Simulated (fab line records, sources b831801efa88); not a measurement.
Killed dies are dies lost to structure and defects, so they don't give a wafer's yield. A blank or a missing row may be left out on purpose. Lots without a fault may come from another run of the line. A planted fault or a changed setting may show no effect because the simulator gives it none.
One fault seen from 2 desks | flow sky130 | each desk has only its own numbers; what lay behind them comes last

THE METROLOGY DESK
What the gauges read, lot by lot, whatever tool the lot ran on: means of the sampled wafers that have a number. A lot is out of limits, marked OUT, if its mean lies more than 4 standard deviations from the usual mean; the brackets give that distance.
Columns: A = SD_N_RS at SKY_SD_N_RS_MEAS_16, usual 68.56 ohm/sq; B = SD_P_RS at SKY_SD_N_RS_MEAS_17, usual 147.1 ohm/sq
lot  | first seen here | A               | B
L503 | day 27 14:21    | 68.60           | 146.9
L505 | day 28 11:28    | 68.56           | 146.9
L507 | day 30 09:41    | 68.66           | 147.4
L508 | day 30 10:40    | 68.36           | 146.4
L510 | day 30 11:50    | 68.61           | 147.3
L511 | day 30 18:23    | 68.68           | 147.4
L512 | day 31 03:58    | 68.58           | 146.8
L521 | day 34 06:08    | 66.28 (-18) OUT | 135.5 (-26) OUT
L523 | day 34 14:09    | 65.98 (-20) OUT | 135.0 (-27) OUT
L524 | day 34 21:37    | 68.36           | 146.9
L525 | day 37 05:24    | 68.52           | 147.2
This desk's finding: out of limits on L521, L523; first on L521, day 34 06:08 (SD_N_RS at SKY_SD_N_RS_MEAS_16). In limits: L503, L505, L507, L508, L510, L511, L512, L524, L525.

THE TOOL OWNER'S DESK: rtp_anneal-02
The tool's own readings at SKY_SD_N_RTA_14 (time 2 s): means of the sampled wafers that have a number, for each lot that ran on this tool. A lot is out of limits, marked OUT, if its mean lies more than 4 standard deviations from the usual mean; the brackets give that distance.
Columns: A = lamp_power_pct at SKY_SD_N_RTA_14, usual 15.74 %; B = wafer_temp_C_max at SKY_SD_N_RTA_14, usual 1078.1
lot  | first seen here | A                | B
L503 | day 27 14:10    | 15.79            | 1077.3
L505 | day 28 11:18    | 15.74            | 1078.0
L507 | day 30 09:30    | 15.73            | 1078.9
L511 | day 30 18:12    | 15.72            | 1080.1
L521 | day 34 05:58    | 15.98 (+5.0) OUT | 1093.1 (+10) OUT
L523 | day 34 13:59    | 15.97 (+4.7) OUT | 1091.9 (+9.2) OUT
L525 | day 37 05:14    | 15.76            | 1078.3
This desk's finding: out of limits on L521, L523; first on L521, day 34 05:58 (lamp_power_pct at SKY_SD_N_RTA_14). In limits: L503, L505, L507, L511, L525.

PUT TOGETHER
The tool owner's desk could have raised an alarm at day 34 05:58, on L521, L523.
The metrology desk could have raised an alarm at day 34 06:08, on L521, L523.
Of the lots named, all ran SKY_SD_N_RTA_14 on rtp_anneal-02.

WHAT THE SIMULATOR HAD PUT IN
Process parameter drift: rtp_anneal-02, from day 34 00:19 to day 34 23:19, at SKY_SD_N_RTA_14. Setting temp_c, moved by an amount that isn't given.
Lots struck among those shown: L521, L523.
Hours from the fault's start to each desk's first reading out of limits: the tool owner's desk, 6; the metrology desk, 6.
